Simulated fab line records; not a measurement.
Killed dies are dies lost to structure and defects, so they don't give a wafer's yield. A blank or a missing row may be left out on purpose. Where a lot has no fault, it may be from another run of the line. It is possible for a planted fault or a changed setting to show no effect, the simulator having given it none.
A single fault, viewed from 2 desks / flow gf180mcu / only its own numbers are on each desk; what lay behind them is given at the end

## THE TOOL OWNER'S DESK: pvd_sputter-01
At GF_MIM_SPUTTER_07 (material TiN, target thk 60 nm, time 50 s) the tool's own readings: per lot run on this tool, the mean of the sampled wafers that have a number. Marked OUT: a lot whose mean sits more than 4 standard deviations from the usual mean, which makes it out of limits; the brackets give that distance.
Columns: A = cathode_dc_power_W at GF_MIM_SPUTTER_07, usual 6500.0 W; B = chamber_pressure_pa at GF_MIM_SPUTTER_07, usual 0.4000 Pa; C = throttle_valve_pct at GF_MIM_SPUTTER_07, usual 29.7 %
lot=L952; first seen here=day 27 07:59; A=6499.6; B=0.3999; C=29.9
lot=L957; first seen here=day 28 20:08; A=6500.0; B=0.3998; C=29.5
lot=L962; first seen here=day 30 07:46; A=6500.3; B=0.4001; C=29.7
lot=L963; first seen here=day 30 11:41; A=6499.9; B=0.4006; C=28.9
This desk's finding: nothing out of limits on any of the 4 lots.

## AT THE METROLOGY DESK
Means of the sampled wafers that have a number, per lot and without regard to the tool the lot ran on: this is what the gauges read. Marked OUT: a lot whose mean sits more than 4 standard deviations from the usual mean, which makes it out of limits; the brackets give that distance.
Columns: A = V4_BOW at GF_V4_BOW_MEAS_05, usual 135 um; B = MIM_ALCU_RS at GF_MIM_RS_MEAS_10, usual 0.1613 ohm/sq
lot=L946; first seen here=day 24 02:49; A=137; B=0.1620
lot=L947; first seen here=day 24 07:02; A=135; B=0.1641
lot=L948; first seen here=day 24 21:32; A=133; B=0.1642
lot=L949; first seen here=day 25 07:59; A=129; B=0.1633
lot=L952; first seen here=day 26 09:05; A=138; B=0.1610
lot=L957; first seen here=day 27 22:44; A=146; B=0.1597
lot=L961; first seen here=day 29 02:01; A=143; B=0.1607
lot=L962; first seen here=day 29 10:04; A=147; B=0.1592
lot=L963; first seen here=day 29 14:53; A=141; B=0.1595
lot=L966; first seen here=day 30 04:33; A=139; B=0.1637
This desk's finding: nothing out of limits on any of the 10 lots.

## BROUGHT TOGETHER
The tool owner's desk saw nothing out of limits.
Metrology desk: nothing out of limits seen.

## WHAT WAS PUT IN BY THE SIMULATOR
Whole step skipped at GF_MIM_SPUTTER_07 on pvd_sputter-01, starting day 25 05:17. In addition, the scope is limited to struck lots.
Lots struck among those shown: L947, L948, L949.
